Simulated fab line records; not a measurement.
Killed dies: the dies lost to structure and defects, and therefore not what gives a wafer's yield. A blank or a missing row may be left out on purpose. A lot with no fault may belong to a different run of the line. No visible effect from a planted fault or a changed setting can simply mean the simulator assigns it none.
fab line records + flow sky130
record
- lots=5
- wafers=14
- last-day=50
route steps=708 shown METAL3@561 VIA3@573 PAD_OPEN@708
lots untouched by any fault: they come from a run of this same line in which no faults occurred
start-h: hours from the record's first day to the start of the lot's first wafer shown + wait-h: hours elapsed since this lot's preceding step + " as in the row above + L1.1+2: a single row standing in for several wafers + - either no value or no given start + * or withheld: withheld + < > ~ a bound
route shown NAME@n: a module of which the file shows steps, and the number in the route of the first + usual: the fault-free wafers' mean and standard deviation + same: alike in all rows + chamber/n: place in a boat + sites: each site's reading + _std_site: the standard deviation of these + _edge_site: the outer-site mean with the inner-site mean subtracted + radius-mm: for every site, how far away it sits from the centre of the wafer + mask NAME#n: copy n + behind: the last tool/chamber to shape the wafer + hold: cause of the lot's hold/its duration in hours/its outcome + device: whichever transistor did not switch (one of n, p or np) + end of line: tests run on the same wafers once the route is complete + a step given without rows: its recipe and nothing more + killed: dies that structure and defects cost at the first sort, which is not the same as the wafer's yield + map: a wafer's dies, marking killed ones x, the rest . and places with no die _
set.NAME: the setting the step ran with; set.NAME@STEP: the setting that earlier step ran with + model.NAME: the simulator's own value behind a step, which no gauge read
lots at selected steps of the route; one table per step, one row per wafer
services: a tool's chamber out of use, with start hour (start-h, from the record's first day; less than 0 if before it), hours out, and reason
## steps
# step SKY_METAL3_PEB_11
# recipe
- peb-temp-c=withheld
- peb-time-s=withheld
- resist=KrF-thick
# step SKY_METAL3_DEVELOP_12
# recipe
- develop-time-s=60
- resist=KrF-thick
- dev-temp-c=21
# step SKY_METAL3_CD_MEAS_13
# recipe
- target-cd-nm=300
# usual
- cd-nm=300.0/1.2
| lot.wafer | tool      | chamber | start-h | wait-h | cd-nm |
|-----------|-----------|---------|---------|--------|-------|
| L718.1    | cd-sem-02 | -       | 912.46  | -      | 299.8 |
| L718.5    | "         | -       | "       | "      | 298.8 |
| L718.6    | "         | -       | "       | "      | 297.6 |
| L720.4    | cd-sem-02 | -       | 931.52  | -      | 300.0 |
| L720.5    | "         | -       | "       | "      | 298.7 |
| L720.6    | "         | -       | "       | "      | 299.1 |
| L721.1    | cd-sem-01 | -       | 936.77  | -      | 299.9 |
| L721.6    | "         | -       | "       | "      | 298.9 |
| L731.1    | cd-sem-01 | -       | 1013.46 | -      | 300.4 |
| L731.4    | "         | -       | "       | "      | 300.9 |
| L731.6    | "         | -       | "       | "      | 301.5 |
| L738.2    | cd-sem-02 | -       | 1068.68 | -      | 298.9 |
| L738.3    | "         | -       | "       | "      | 300.1 |
| L738.6    | "         | -       | "       | "      | 299.8 |
# step SKY_METAL3_OVL_MEAS_14
# usual
- METAL3_OVL=1/5.7
| lot.wafer | tool       | chamber | start-h | wait-h | METAL3_OVL[nm] |
|-----------|------------|---------|---------|--------|----------------|
| L718.1    | overlay-01 | -       | 912.58  | 0.1    | 2              |
| L718.5    | "          | -       | "       | "      | -1             |
| L718.6    | "          | -       | "       | "      | 12             |
| L720.4    | overlay-02 | -       | 931.60  | 0.1    | -10            |
| L720.5    | "          | -       | "       | "      | -4             |
| L720.6    | "          | -       | "       | "      | -13            |
| L721.1    | overlay-02 | -       | 936.89  | 0.1    | 2              |
| L721.6    | "          | -       | "       | "      | 4              |
| L731.1    | overlay-01 | -       | 1013.58 | 0.1    | -3             |
| L731.4    | "          | -       | "       | "      | -2             |
| L731.6    | "          | -       | "       | "      | -2             |
| L738.2    | overlay-02 | -       | 1068.79 | 0.1    | 6              |
| L738.3    | "          | -       | "       | "      | 5              |
| L738.6    | "          | -       | "       | "      | 1              |
# step SKY_METAL3_DESCUM_15
# recipe
- chemistry=O2
- source-power-w=150
- bias-power-w=0
- pressure-mtorr=10
- temp-c=40
- time-s=8
# usual
- drypump-motor-current-A=5.7/0.36
- oes-product-au=1.000/0.0091
| lot.wafer | tool         | chamber | start-h | wait-h | drypump-motor-current-A | oes-product-au | rf-hours-counter-h |
|-----------|--------------|---------|---------|--------|-------------------------|----------------|--------------------|
| L718.1    | rie-metal-04 | 1       | 912.61  | 0.0    | 5.2                     | 0.989          | 9                  |
| L718.5    | "            | 1       | "       | "      | 5.2                     | 0.995          | -                  |
| L718.6    | "            | 0       | "       | "      | 5.5                     | 1.009          | -                  |
| L720.4    | rie-metal-02 | 0       | 931.63  | 0.0    | 6.1                     | 1.008          | -                  |
| L720.5    | "            | 0       | "       | "      | 6.0                     | 1.001          | -                  |
| L720.6    | "            | 1       | "       | "      | 5.5                     | 1.002          | -                  |
| L721.1    | rie-metal-03 | 0       | 936.92  | 0.0    | 5.5                     | 0.995          | 17                 |
| L721.6    | "            | 1       | "       | "      | 6.3                     | 0.994          | -                  |
| L731.1    | rie-metal-02 | 1       | 1013.62 | 0.0    | 5.4                     | 1.008          | 17                 |
| L731.4    | "            | 0       | "       | "      | 6.1                     | 1.012          | -                  |
| L731.6    | "            | 0       | "       | "      | 6.0                     | 1.008          | -                  |
| L738.2    | rie-metal-03 | 1       | 1068.82 | 0.0    | 6.3                     | 0.990          | 16                 |
| L738.3    | "            | 1       | "       | "      | 6.3                     | 0.992          | -                  |
| L738.6    | "            | 1       | "       | "      | 6.3                     | 1.002          | -                  |
# step SKY_METAL3_ETCH_16
# recipe
- chemistry=N2/H2
- target=BARC
- ion-energy-ev=200
- bias-w=100
- pressure-mtorr=30
- n2-flow-sccm=100
- h2-flow-sccm=200
- icp-w=500
- stop-on=SiO2
- time-s=88.2
- target-depth-a=600
# usual
- drypump-motor-current-A=5.7/0.36
- oes-product-au=0.625/0.0048
- throttle-valve-pct=13.205/0.0082
| lot.wafer | tool         | chamber | start-h | wait-h | drypump-motor-current-A | oes-product-au | rf-hours-counter-h | throttle-valve-pct |
|-----------|--------------|---------|---------|--------|-------------------------|----------------|--------------------|--------------------|
| L718.1    | rie-metal-04 | 1       | 912.65  | 0.0    | 5.2                     | 0.623          | 9                  | 13.199             |
| L718.5    | "            | 1       | "       | "      | 5.2                     | 0.631          | -                  | 13.214             |
| L718.6    | "            | 0       | "       | "      | 5.5                     | 0.625          | -                  | 13.201             |
| L720.4    | rie-metal-02 | 0       | 931.68  | 0.0    | 6.0                     | 0.627          | -                  | 13.207             |
| L720.5    | "            | 0       | "       | "      | 6.1                     | 0.630          | -                  | 13.212             |
| L720.6    | "            | 1       | "       | "      | 5.5                     | 0.629          | -                  | 13.203             |
| L721.1    | rie-metal-03 | 0       | 936.95  | 0.0    | 5.4                     | 0.628          | 17                 | 13.214             |
| L721.6    | "            | 1       | "       | "      | 6.3                     | 0.631          | -                  | 13.199             |
| L731.1    | rie-metal-02 | 1       | 1013.65 | 0.0    | 5.5                     | 0.625          | 17                 | 13.212             |
| L731.4    | "            | 0       | "       | "      | 6.1                     | 0.625          | -                  | 13.200             |
| L731.6    | "            | 0       | "       | "      | 6.1                     | 0.627          | -                  | 13.202             |
| L738.2    | rie-metal-03 | 1       | 1068.85 | 0.0    | 6.3                     | 0.632          | 16                 | 13.206             |
| L738.3    | "            | 1       | "       | "      | 6.3                     | 0.623          | -                  | 13.192             |
| L738.6    | "            | 1       | "       | "      | 6.3                     | 0.625          | -                  | 13.225             |
# step SKY_METAL3_ETCH_17
# recipe
- target=SiO2
- stop-on=TiN
- chemistry=C4F8/O2/Ar
- source-w=1500
- bias-w=1200
- pressure-mtorr=40
- c4f8-flow-sccm=withheld
- O2_flow_sccm=6
- Ar_flow_sccm=300
- time-s=3.9
- target-depth-a=150
# step SKY_METAL3_METAL_ETCH_18
# recipe
- target-depth-a=8450
- stop-on=SiO2
- over-etch-frac=0.3
- time-s=183.1
- chemistry=Cl2/BCl3
- resist-sidewall-deg=88
- pressure-mtorr=10
- icp-w=900
- bias-w=48.5
- Cl2_flow_sccm=60
- bcl3-flow-sccm=30
# usual
- drypump-motor-current-A=5.7/0.41
- oes-product-au=0.865/0.0067
- throttle-valve-pct=22.265/0.0095
| lot.wafer | tool         | chamber | start-h | wait-h | drypump-motor-current-A | oes-product-au | rf-hours-counter-h | throttle-valve-pct |
|-----------|--------------|---------|---------|--------|-------------------------|----------------|--------------------|--------------------|
| L718.1    | rie-metal-03 | 0       | 912.76  | 0.0    | 5.5                     | 0.866          | 16                 | 22.279             |
| L718.5    | "            | 0       | "       | "      | 5.5                     | 0.870          | -                  | 22.250             |
| L718.6    | "            | 1       | "       | "      | 6.3                     | 0.877          | -                  | 22.271             |
| L720.4    | rie-metal-04 | 1       | 931.83  | 0.1    | 5.2                     | 0.875          | -                  | 22.253             |
| L720.5    | "            | 1       | "       | "      | 5.2                     | 0.864          | -                  | 22.270             |
| L720.6    | "            | 0       | "       | "      | 5.5                     | 0.862          | -                  | 22.266             |
| L721.1    | rie-metal-02 | 0       | 937.07  | 0.0    | 6.1                     | 0.866          | 17                 | 22.263             |
| L721.6    | "            | 0       | "       | "      | 6.0                     | 0.862          | -                  | 22.252             |
| L731.1    | rie-metal-03 | 0       | 1013.77 | 0.0    | 5.5                     | 0.874          | 22                 | 22.275             |
| L731.4    | "            | 1       | "       | "      | 6.3                     | 0.868          | -                  | 22.273             |
| L731.6    | "            | 1       | "       | "      | 6.3                     | 0.869          | -                  | 22.261             |
| L738.2    | rie-metal-02 | 1       | 1068.97 | 0.0    | 5.5                     | 0.866          | 21                 | 22.281             |
| L738.3    | "            | 0       | "       | "      | 6.1                     | 0.861          | -                  | 22.256             |
| L738.6    | "            | 1       | "       | "      | 5.5                     | 0.866          | -                  | 22.266             |
# step SKY_METAL3_STRIP_19
# recipe
- chemistry=O2/N2
- power-w=1400
- pressure-mtorr=1500
- platen-temp-c=withheld
- o2-flow-sccm=3000
- n2-flow-sccm=300
- overash-fraction=0.5
# usual
- drypump-motor-current-A=5.3/0.45
- oes-product-au=0.503/0.0059
- strip-time-to-endpoint-s=6.55/0.086
| lot.wafer | tool            | chamber | start-h | wait-h | drypump-motor-current-A | oes-product-au | rf-hours-counter-h | strip-time-to-endpoint-s |
|-----------|-----------------|---------|---------|--------|-------------------------|----------------|--------------------|--------------------------|
| L718.1    | plasma-asher-02 | 1       | 912.94  | 0.1    | 5.4                     | 0.503          | 107                | 6.61                     |
| L718.5    | "               | 0       | "       | "      | 5.0                     | 0.510          | -                  | 6.61                     |
| L718.6    | "               | 1       | "       | "      | 5.4                     | 0.502          | -                  | 6.54                     |
| L720.4    | plasma-asher-02 | 0       | 931.98  | 0.1    | 5.1                     | 0.502          | -                  | 6.54                     |
| L720.5    | "               | 1       | "       | "      | 5.4                     | 0.500          | -                  | 6.52                     |
| L720.6    | "               | 0       | "       | "      | 5.1                     | 0.492          | -                  | 6.34                     |
| L721.1    | plasma-asher-01 | 1       | 937.25  | 0.1    | 4.7                     | 0.512          | 80                 | 6.59                     |
| L721.6    | "               | 1       | "       | "      | 4.6                     | 0.505          | -                  | 6.60                     |
| L731.1    | plasma-asher-02 | 0       | 1013.94 | 0.1    | 5.1                     | 0.507          | 118                | 6.59                     |
| L731.4    | "               | 0       | "       | "      | 5.1                     | 0.512          | -                  | 6.66                     |
| L731.6    | "               | 0       | "       | "      | 5.1                     | 0.505          | -                  | 6.58                     |
| L738.2    | plasma-asher-03 | 1       | 1069.14 | 0.1    | 5.2                     | 0.503          | 61                 | 6.44                     |
| L738.3    | "               | 0       | "       | "      | 5.4                     | 0.501          | -                  | 6.58                     |
| L738.6    | "               | 1       | "       | "      | 5.2                     | 0.499          | -                  | 6.47                     |
# step SKY_METAL3_STRIP_20
# recipe
- chemistry=post-etch-residue-remover
- time-s=1200
- temp-c=72.5
# step SKY_METAL3_CLEAN_21
# recipe
- chemistry=IPA
- time-s=180
- temp-c=25
# step SKY_METAL3_CLEAN_22
# recipe
- chemistry=O3/DIW
- dry=n2-spin
# step SKY_VIA3_HDPCVD_00
# recipe
- material=SiO2
- target-thk-nm=1635
- sigma-open-frac=0.3
- time-s=272.5
- temp-c=400
- sih4-flow-sccm=60
- pressure-mtorr=6
# usual
- pressure-mtorr=5.999/0.011
| lot.wafer | tool      | chamber | start-h | wait-h | pressure-mtorr | model.SiO2_of_VIA3_HDPCVD_00.thk-nm |
|-----------|-----------|---------|---------|--------|----------------|-------------------------------------|
| L718.1    | hdpcvd-01 | 0       | 913.58  | 0.0    | 5.998          | 1662                                |
| L718.5    | "         | 1       | "       | "      | 6.018          | 1642                                |
| L718.6    | "         | 0       | "       | "      | 5.978          | 1668                                |
| L720.4    | hdpcvd-02 | 0       | 932.63  | 0.1    | 6.010          | 1637                                |
| L720.5    | "         | 1       | "       | "      | 5.989          | 1625                                |
| L720.6    | "         | 2       | "       | "      | 5.994          | 1656                                |
| L721.1    | hdpcvd-02 | 2       | 937.85  | 0.0    | 6.008          | 1633                                |
| L721.6    | "         | 2       | "       | "      | 6.006          | 701.6                               |
| L731.1    | hdpcvd-02 | 1       | 1014.54 | 0.0    | 5.994          | 1597                                |
| L731.4    | "         | 2       | "       | "      | 6.007          | 1632                                |
| L731.6    | "         | 1       | "       | "      | 5.994          | 1612                                |
| L738.2    | hdpcvd-02 | 2       | 1069.77 | 0.0    | 5.983          | 1624                                |
| L738.3    | "         | 0       | "       | "      | 5.990          | 1612                                |
| L738.6    | "         | 1       | "       | "      | 5.998          | 1639                                |
# step SKY_VIA3_THK_MEAS_01
# recipe
- reads=SiO2_of_VIA3_HDPCVD_00
# usual
- VIA3_HDPCVD_THK=1626/17
| lot.wafer | tool          | chamber | start-h | wait-h | VIA3_HDPCVD_THK[nm] |
|-----------|---------------|---------|---------|--------|---------------------|
| L718.1    | film-metro-03 | -       | 913.75  | 0.1    | 1663                |
| L718.5    | "             | -       | "       | "      | 1643                |
| L718.6    | "             | -       | "       | "      | 1668                |
| L720.4    | film-metro-02 | -       | 932.75  | 0.0    | 1637                |
| L720.5    | "             | -       | "       | "      | 1627                |
| L720.6    | "             | -       | "       | "      | 1656                |
| L721.1    | film-metro-02 | -       | 938.02  | 0.1    | 1634                |
| L721.6    | "             | -       | "       | "      | 702                 |
| L731.1    | film-metro-03 | -       | 1014.70 | 0.1    | 1598                |
| L731.4    | "             | -       | "       | "      | 1631                |
| L731.6    | "             | -       | "       | "      | 1610                |
| L738.2    | film-metro-04 | -       | 1069.95 | 0.1    | 1623                |
| L738.3    | "             | -       | "       | "      | 1612                |
| L738.6    | "             | -       | "       | "      | 1640                |
# step SKY_VIA3_CMP_02
# recipe
- material=SiO2
- down-force-psi=4
- platen-rpm=60
- pad-velocity-m-s=0.94248
# usual
- motor-current-A=12.0/1.7
| lot.wafer | tool   | chamber | start-h | wait-h | motor-current-A |
|-----------|--------|---------|---------|--------|-----------------|
| L718.1    | cmp-01 | 0       | 914.15  | 0.4    | 14.0            |
| L718.6    | "      | 0       | "       | "      | 14.7            |
| L718.5    | "      | 1       | "       | "      | 12.0            |
| L720.4    | cmp-01 | 0       | 932.78  | 0.0    | 14.4            |
| L720.6    | "      | 0       | "       | "      | 14.1            |
| L720.5    | "      | 1       | "       | "      | 11.7            |
| L721.1    | cmp-02 | 3       | 938.18  | 0.1    | 10.8            |
| L721.6    | "      | 1       | "       | "      | 9.5             |
| L731.4    | cmp-01 | 1       | 1014.76 | 0.0    | 11.2            |
| L731.1    | "      | 0       | "       | "      | 14.1            |
| L731.6    | "      | 2       | "       | "      | 11.0            |
| L738.3    | cmp-01 | 3       | 1070.03 | 0.1    | 15.7            |
| L738.2    | "      | 2       | "       | "      | 11.3            |
| L738.6    | "      | 0       | "       | "      | 15.0            |
# step SKY_PAD_OPEN_PROBE_99
| lot.wafer | tool      | chamber | start-h | wait-h | model.etest.met4-comb.leak-log10-a-um |
|-----------|-----------|---------|---------|--------|---------------------------------------|
| L718.1    | prober-02 | -       | 1086.74 | 0.1    | -12.04                                |
| L718.5    | prober-02 | -       | 1086.94 | 0.2    | -11.86                                |
| L718.6    | prober-02 | -       | 1086.99 | 0.2    | -12.1                                 |
| L720.4    | prober-02 | -       | 1102.84 | 0.2    | -12.1                                 |
| L720.5    | prober-02 | -       | 1102.89 | 0.2    | -11.96                                |
| L720.6    | prober-02 | -       | 1102.94 | 0.2    | -12.11                                |
| L721.1    | prober-01 | -       | 1106.27 | 0.1    | -11.96                                |
| L721.6    | prober-01 | -       | 1106.52 | 0.2    | -6.862                                |
| L731.1    | prober-01 | -       | 1166.43 | 0.1    | -12                                   |
| L731.4    | prober-01 | -       | 1166.58 | 0.2    | -11.94                                |
| L731.6    | prober-01 | -       | 1166.68 | 0.2    | -12.04                                |
| L738.2    | prober-02 | -       | 1208.99 | 0.1    | -11.87                                |
| L738.3    | prober-02 | -       | 1209.04 | 0.2    | -12.06                                |
| L738.6    | prober-02 | -       | 1209.19 | 0.2    | -11.83                                |
# killed by level:class
L718.1 VIA1:geometric-particle:open=17 LI_CONTACT:geometric-particle:open=10 CONTACT:geometric-particle:open=7 METAL4:geometric-particle:short=6 METAL2:geometric-particle:short=6 POLY_GATE:geometric-particle:open=5 LI_CONTACT:geometric-particle:short=5 METAL1:geometric-particle:short=5
L718.5 LI_CONTACT:geometric-particle:open=11 VIA2:geometric-particle:open=9 CONTACT:geometric-particle:open=8 VIA1:geometric-particle:open=8 FIELD_ISO:geometric-particle:short=7 METAL1:geometric-particle:short=5 POLY_GATE:geometric-particle:short=4 LOCAL_INTERCONNECT:geometric-particle:short=4
L718.6 VIA1:geometric-particle:open=11 CONTACT:geometric-particle:open=9 LI_CONTACT:geometric-particle:open=8 VIA2:geometric-particle:short=5 VIA3:geometric-particle:open=5 LI_CONTACT:geometric-particle:short=4 VIA2:geometric-particle:open=4 FIELD_ISO:geometric-particle:open=3
L720.4 CONTACT:geometric-particle:open=11 VIA1:geometric-particle:open=10 VIA2:geometric-particle:open=7 METAL4:geometric-particle:short=6 VIA1:geometric-particle:short=5 CONTACT:geometric-particle:short=4 METAL1:geometric-particle:open=4 FIELD_ISO:geometric-particle:short=3
L720.5 VIA1:geometric-particle:open=11 CONTACT:geometric-particle:open=7 CONTACT:geometric-particle:short=6 VIA1:geometric-particle:short=6 VIA3:geometric-particle:open=5 POLY_GATE:geometric-particle:short=5 LI_CONTACT:geometric-particle:short=4 LI_CONTACT:geometric-particle:open=4
L720.6 VIA1:geometric-particle:open=8 VIA2:geometric-particle:open=8 CONTACT:geometric-particle:open=7 METAL1:geometric-particle:short=6 POLY_GATE:geometric-particle:short=5 METAL2:geometric-particle:short=5 FIELD_ISO:geometric-particle:short=4 FIELD_ISO:geometric-particle:open=4
L731.1 CONTACT:geometric-particle:open=17 VIA1:geometric-particle:open=16 METAL2:geometric-particle:short=7 VIA3:geometric-particle:open=6 LI_CONTACT:geometric-particle:open=5 LI_CONTACT:geometric-particle:short=5 CONTACT:geometric-particle:short=4 VIA1:geometric-particle:short=4
L731.4 VIA1:geometric-particle:open=18 CONTACT:geometric-particle:open=13 VIA2:geometric-particle:open=12 LI_CONTACT:geometric-particle:open=6 VIA1:geometric-particle:short=6 METAL1:geometric-particle:short=5 FIELD_ISO:geometric-particle:open=4 POLY_GATE:geometric-particle:short=4
L731.6 CONTACT:geometric-particle:open=13 VIA1:geometric-particle:open=12 LOCAL_INTERCONNECT:geometric-particle:short=8 VIA3:geometric-particle:open=6 POLY_GATE:geometric-particle:open=5 VIA2:geometric-particle:open=5 CONTACT:geometric-particle:short=4 VIA1:geometric-particle:short=4
L738.2 CONTACT:geometric-particle:open=8 METAL1:geometric-particle:short=8 VIA1:geometric-particle:open=7 VIA3:geometric-particle:open=7 METAL2:geometric-particle:short=6 POLY_GATE:geometric-particle:short=5 LOCAL_INTERCONNECT:geometric-particle:short=5 VIA2:geometric-particle:open=5
L738.3 VIA1:geometric-particle:open=15 METAL1:geometric-particle:short=12 VIA1:geometric-particle:short=9 VIA2:geometric-particle:open=9 VIA3:geometric-particle:open=7 CONTACT:geometric-particle:open=6 LI_CONTACT:geometric-particle:open=6 METAL2:geometric-particle:short=5
L738.6 VIA1:geometric-particle:open=10 VIA3:geometric-particle:open=7 METAL1:geometric-particle:short=6 VIA2:geometric-particle:open=6 VIA2:geometric-particle:short=6 POLY_GATE:geometric-particle:short=5 LI_CONTACT:geometric-particle:open=5 LOCAL_INTERCONNECT:geometric-particle:short=5
## services
| tool            | chamber | start-h | hours | kind           |
|-----------------|---------|---------|-------|----------------|
| plasma-asher-02 | -       | 907.05  | 1.3   | repair         |
| cmp-02          | -       | 912.00  | 4.0   | pm             |
| cmp-02          | -       | 944.91  | 4.8   | repair         |
| rie-metal-04    | -       | 950.01  | 14.6  | pm             |
| hdpcvd-01       | -       | 950.25  | 15.0  | pm             |
| hdpcvd-01       | 0       | 950.25  | 24.0  | vent-cycle     |
| hdpcvd-01       | 1       | 950.25  | 15.0  | vent-cycle     |
| hdpcvd-01       | 2       | 950.25  | 15.0  | vent-cycle     |
| hdpcvd-01       | 0       | 963.09  | 11.1  | repair         |
| rie-metal-02    | 0       | 969.93  | 1.9   | repair         |
| cmp-02          | -       | 974.45  | 3.7   | pm             |
| cmp-01          | -       | 992.15  | 5.2   | pm             |
| hdpcvd-01       | 1       | 998.53  | 4.5   | repair         |
| rie-metal-04    | -       | 1023.55 | 2.8   | pm             |
| cmp-02          | -       | 1039.37 | 6.2   | repair         |
| rie-metal-02    | 0       | 1044.71 | -     | clean          |
| rie-metal-02    | 0       | 1044.71 | 23.0  | scheduled-down |
| rie-metal-02    | 0       | 1044.71 | 23.0  | vent-cycle     |
| cmp-01          | -       | 1047.96 | 0.6   | repair         |
| plasma-asher-02 | -       | 1055.30 | 9.0   | pm             |
| plasma-asher-02 | 0       | 1055.30 | 9.0   | vent-cycle     |
| plasma-asher-02 | 1       | 1055.30 | 9.0   | vent-cycle     |
| plasma-asher-02 | 0       | 1064.30 | -     | clean          |
| plasma-asher-02 | 1       | 1064.30 | -     | clean          |
## key
first-sign
- step=SKY_VIA3_THK_MEAS_01
- reading=VIA3_HDPCVD_THK
- direction=down
- sigmas=54
- usual=1626
- struck=702
effect none on later readings
model-effect
- step=SKY_VIA3_HDPCVD_00
- value=SiO2_of_VIA3_HDPCVD_00.thk-nm
- without=1645
- struck=701.6
model-effect
- step=SKY_PAD_OPEN_PROBE_99
- value=etest.met4-comb.leak-log10-a-um
- without=-11.85
- struck=-6.862
met-at SKY_VIA3_HDPCVD_00
struck-wafers L721.6
sort-left-out L721.6
onset-between 932.63 937.85
fault
- kind=process-parameter-drift
- tool=hdpcvd-02
- chamber=-
- onset-h=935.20
- steps=SKY_VIA3_HDPCVD_00
- channel=target-thk-nm
- offset=-943.16
- shape=step
- end-h=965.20
- scope=struck-wafers-only
- acts-in=these-recipes-only
- stated=1635
# sort-left-out: the simulated sort isn't trusted on such a fault, so these wafers' sort isn't shown, and their yield isn't known
